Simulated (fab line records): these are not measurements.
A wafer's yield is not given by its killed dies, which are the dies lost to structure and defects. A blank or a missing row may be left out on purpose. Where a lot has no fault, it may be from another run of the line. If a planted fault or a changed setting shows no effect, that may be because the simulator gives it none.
Check for tools in common :: flow sky130 :: Sampled: 9 lots, 33 wafers

REASON IT WAS OPENED
SKY_METAL5_THK_MEAS_06, reading METAL5_ALCU_THK: flagged on 2 of 9 lots. No-fault wafers: 1160 nm, standard deviation 17.
Rule: a lot gets a flag if all its wafers with a number sit over 4 standard deviations from that mean, or if no wafer of it has a number. The other lots count as sound.

lot: L432
measured: day 42 10:02
on: film metro-03
METAL5_ALCU_THK (nm), wafer by wafer: 1184 1174 1153
flag: 

lot: L431
measured: day 42 14:50
on: film metro-02
METAL5_ALCU_THK (nm), wafer by wafer: 1159 1134 1165
flag: 

lot: L438
measured: day 44 17:59
on: film metro-04
METAL5_ALCU_THK (nm), wafer by wafer: 1158 1156 1160
flag: 

lot: L440
measured: day 45 08:27
on: film metro-02
METAL5_ALCU_THK (nm), wafer by wafer: 1168 1130 1156
flag: 

lot: L442
measured: day 45 19:16
on: film metro-02
METAL5_ALCU_THK (nm), wafer by wafer: 1152 1175 1167
flag: 

lot: L444
measured: day 46 07:55
on: film metro-02
METAL5_ALCU_THK (nm), wafer by wafer: 1161 1171 1181
flag: 

lot: L450
measured: day 48 08:20
on: film metro-03
METAL5_ALCU_THK (nm), wafer by wafer: 1355 1319 1332 1355 1326 1341
flag: FLAGGED

lot: L453
measured: day 48 12:17
on: film metro-04
METAL5_ALCU_THK (nm), wafer by wafer: 1150 1168 1158
flag: 

lot: L452
measured: day 48 14:41
on: film metro-04
METAL5_ALCU_THK (nm), wafer by wafer: 1337 1348 1353 1343 1345 1346
flag: FLAGGED
The mean of the flagged lots' numbers is 1342 nm, +182 nm from the usual (+11 standard deviations).

TOOL THAT RAN EACH LOT
The record holds 1 process step before the reading, out of a route of 708 steps. Every cell lists first the tool, next ch and the chambers used by the sampled wafers, and last the start.
lot: L432
flag: 
SKY_METAL5_SPUTTER_04: pvd sputter-03, day 42 09:52

lot: L431
flag: 
SKY_METAL5_SPUTTER_04: pvd sputter-02, day 42 14:39

lot: L438
flag: 
SKY_METAL5_SPUTTER_04: pvd sputter-04, day 44 17:48

lot: L440
flag: 
SKY_METAL5_SPUTTER_04: pvd sputter-03, day 45 08:17

lot: L442
flag: 
SKY_METAL5_SPUTTER_04: pvd sputter-02, day 45 19:05

lot: L444
flag: 
SKY_METAL5_SPUTTER_04: pvd sputter-02, day 46 07:43

lot: L450
flag: FLAGGED
SKY_METAL5_SPUTTER_04: pvd sputter-02, day 48 05:53

lot: L453
flag: 
SKY_METAL5_SPUTTER_04: pvd sputter-04, day 48 12:07

lot: L452
flag: FLAGGED
SKY_METAL5_SPUTTER_04: pvd sputter-02, day 48 10:50
What these steps do:
- SKY_METAL5_SPUTTER_04: material TiN, target thk 70 nm, time 58.3 s.
- SKY_METAL5_THK_MEAS_06: measures by xrf.

FLAGGED AGAINST TOTAL, ONE TOOL AT A TIME (gauges that did the reading follow at the end)
step: SKY_METAL5_SPUTTER_04
tool: pvd sputter-02
lots run: 5
flagged: 2
share of the flagged lots: all
sound lots run after its first flagged lot: 0

step: SKY_METAL5_SPUTTER_04
tool: pvd sputter-03
lots run: 2
flagged: 0
share of the flagged lots: none
sound lots run after its first flagged lot: -

step: SKY_METAL5_SPUTTER_04
tool: pvd sputter-04
lots run: 2
flagged: 0
share of the flagged lots: none
sound lots run after its first flagged lot: -

step: SKY_METAL5_THK_MEAS_06
tool: film metro-02
lots run: 4
flagged: 0
share of the flagged lots: none
sound lots run after its first flagged lot: -

step: SKY_METAL5_THK_MEAS_06
tool: film metro-03
lots run: 2
flagged: 1
share of the flagged lots: some
sound lots run after its first flagged lot: 0

step: SKY_METAL5_THK_MEAS_06
tool: film metro-04
lots run: 3
flagged: 1
share of the flagged lots: some
sound lots run after its first flagged lot: 0

WHAT THE TABLE ALLOWS
1 row of the table ran every flagged lot: pvd sputter-02 at SKY_METAL5_SPUTTER_04.
- pvd sputter-02 at SKY_METAL5_SPUTTER_04: 2 of its 5 lots flagged. It ran its last sound lot, L444, at day 46 07:43 and its first flagged lot, L450, at day 48 05:53: a fault with its onset between the two fits. On the flagged lots its readings are blank where sound lots have values: cathode dc power W, chamber pressure pa, throttle valve pct.
Left over: one tool, pvd sputter-02 at SKY_METAL5_SPUTTER_04.

WHAT THE SIMULATOR HAD PUT IN
Skipped step whole: pvd sputter-02, from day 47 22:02 on, at SKY_METAL5_SPUTTER_04. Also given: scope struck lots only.
Lots struck among those shown: L450, L452. The rule given above showed the same thing.
